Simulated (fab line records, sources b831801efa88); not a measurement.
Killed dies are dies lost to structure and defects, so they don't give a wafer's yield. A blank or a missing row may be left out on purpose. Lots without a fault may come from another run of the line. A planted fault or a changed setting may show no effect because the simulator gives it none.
Split-lot experiment | flow sky130 | 5 lots, 23 wafers read, on a route of 708 steps

THE SPLIT
At SKY_LDD_HVP_IMPLANT_08, the setting energy_kev was moved away from the recipe's 20 on 7 of the 23 wafers read, by -5.3% to +5.4%. The other wafers ran this setting at the recipe's value.

The reading is taken at the split's own step.

THE READING
implant.drp_nm (the simulator's own value, which no gauge read), in nm, at SKY_LDD_HVP_IMPLANT_08. The file gives no usual value for it.

wafer  | tool, chamber at the split | energy_kev as run | against the recipe | implant.drp_nm, nm | against lot-mates on the recipe
L077.2 | implanter-03, 0            | 20                | recipe             | 28.53              | -
L077.3 | implanter-03, 0            | 20                | recipe             | 28.53              | -
L077.4 | implanter-03, 0            | 20                | recipe             | 28.53              | -
L077.5 | implanter-03, 0            | 20                | recipe             | 28.53              | -
L077.6 | implanter-03, 0            | 20                | recipe             | 28.53              | -
L078.1 | implanter-02, 0            | 20                | recipe             | 28.53              | -
L078.3 | implanter-02, 0            | 20                | recipe             | 28.53              | -
L078.5 | implanter-02, 0            | 20                | recipe             | 28.53              | -
L078.2 | implanter-02, 0            | 21.07             | +5.4%              | 29.76              | +1.23
L078.4 | implanter-02, 0            | 21.07             | +5.4%              | 29.76              | +1.23
L080.1 | implanter-03, 0            | 20                | recipe             | 28.53              | -
L080.2 | implanter-03, 0            | 20                | recipe             | 28.53              | -
L080.5 | implanter-03, 0            | 20                | recipe             | 28.53              | -
L080.4 | implanter-03, 0            | 18.93             | -5.3%              | 27.45              | -1.08
L080.6 | implanter-03, 0            | 18.93             | -5.3%              | 27.45              | -1.08
L081.1 | implanter-02, 0            | 20.33             | +1.6%              | 28.88              | +0.35
L081.3 | implanter-02, 0            | 20.33             | +1.6%              | 28.88              | +0.35
L081.5 | implanter-02, 0            | 20.33             | +1.6%              | 28.88              | +0.35
L081.2 | implanter-02, 0            | 20                | recipe             | 28.53              | -
L081.6 | implanter-02, 0            | 20                | recipe             | 28.53              | -
L082.1 | implanter-03, 0            | 20                | recipe             | 28.53              | -
L082.4 | implanter-03, 0            | 20                | recipe             | 28.53              | -
L082.5 | implanter-03, 0            | 20                | recipe             | 28.53              | -

THE FIT
A straight line over all 23 wafers: implant.drp_nm changes by +0.215 nm for each +1% of energy_kev; r = +1.00; the points scatter about the line by 0.03 nm.
The same after taking each lot's own level away (the mean of its wafers on the recipe; 23 wafers): +0.215 nm for each +1%; r = +1.00; scatter 0.03 nm.
On that fit, the largest move of energy_kev shifts the reading by 1.2 nm.
The lots' own levels span 28.530 to 28.530 nm.
So the lot-to-lot level changes the slope little: the two slopes agree.
Check: with one of the wafers moved furthest among these (+5.4%) left out of the fit, the line predicts +1.14 nm for it against its lot-mates. It came out at +1.23 nm against them.

THE WHOLE CHAIN: every reading that the file lists as answering this split, in the file's order
step                   | what it does | reading                                                         | change (the file's fit)               | r (the file's)
SKY_LDD_HVP_IMPLANT_08 |              | implant.rp_nm (the simulator's own value, which no gauge read)  | +0.629 nm for each +1% of the setting | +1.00
SKY_LDD_HVP_IMPLANT_08 |              | implant.drp_nm (the simulator's own value, which no gauge read) | +0.216 nm for each +1% of the setting | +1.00

THE FILE'S OWN FIT
implant.drp_nm changes by +0.216 nm for each +1% of energy_kev, r = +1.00.
